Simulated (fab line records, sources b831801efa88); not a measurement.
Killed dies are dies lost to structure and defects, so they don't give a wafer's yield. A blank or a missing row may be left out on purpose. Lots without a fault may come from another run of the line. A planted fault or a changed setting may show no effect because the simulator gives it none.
One fault seen from 2 desks | flow sky130 | each desk has only its own numbers; what lay behind them comes last

THE METROLOGY DESK
What the gauges read, lot by lot, whatever tool the lot ran on: means of the sampled wafers that have a number. A lot is out of limits, marked OUT, if its mean lies more than 4 standard deviations from the usual mean; the brackets give that distance.
Columns: A = PASSIVATION_CVD_00_THK at SKY_PASSIVATION_THK_MEAS_01, usual 90.0 nm
lot  | first seen here | A
L986 | day 45 13:07    | 90.2
L985 | day 45 17:56    | 89.7
L989 | day 46 08:34    | 90.4
L991 | day 46 14:30    | 88.9
L990 | day 46 16:48    | 89.1
L992 | day 47 04:59    | 90.7
L997 | day 48 04:56    | 90.4
L996 | day 48 06:19    | 88.9
L998 | day 48 10:32    | 90.3
L999 | day 48 19:22    | 90.4
L102 | day 49 02:31    | 89.8
L107 | day 50 09:10    | 88.8
This desk's finding: nothing out of limits on any of the 12 lots.

THE TOOL OWNER'S DESK: plasma_asher-01
The tool's own readings at SKY_POLY_CUT_STRIP_12 (strips in O2/N2): means of the sampled wafers that have a number, for each lot that ran on this tool. A lot is out of limits, marked OUT, if its mean lies more than 4 standard deviations from the usual mean; the brackets give that distance.
Columns: A = chamber_pressure_mTorr at SKY_POLY_CUT_STRIP_12, usual 1499.9 mTorr; B = drypump_motor_current_A at SKY_POLY_CUT_STRIP_12, usual 5.7 A; C = oes_product_au at SKY_POLY_CUT_STRIP_12, usual 0.452 a.u.; D = strip_time_to_endpoint_s at SKY_POLY_CUT_STRIP_12, usual 5.361 s
lot  | first seen here | A      | B   | C     | D
L990 | day 27 08:33    | 1499.4 | 6.0 | 0.453 | 5.360
L992 | day 28 04:55    | 1500.6 | 5.6 | 0.449 | 5.370
L997 | day 29 12:08    | 1498.2 | 5.6 | 0.449 | 5.339
L996 | day 29 15:25    | 1500.8 | 6.0 | 0.455 | 5.346
This desk's finding: nothing out of limits on any of the 4 lots.

PUT TOGETHER
The metrology desk saw nothing out of limits.
The tool owner's desk saw nothing out of limits.

WHAT THE SIMULATOR HAD PUT IN
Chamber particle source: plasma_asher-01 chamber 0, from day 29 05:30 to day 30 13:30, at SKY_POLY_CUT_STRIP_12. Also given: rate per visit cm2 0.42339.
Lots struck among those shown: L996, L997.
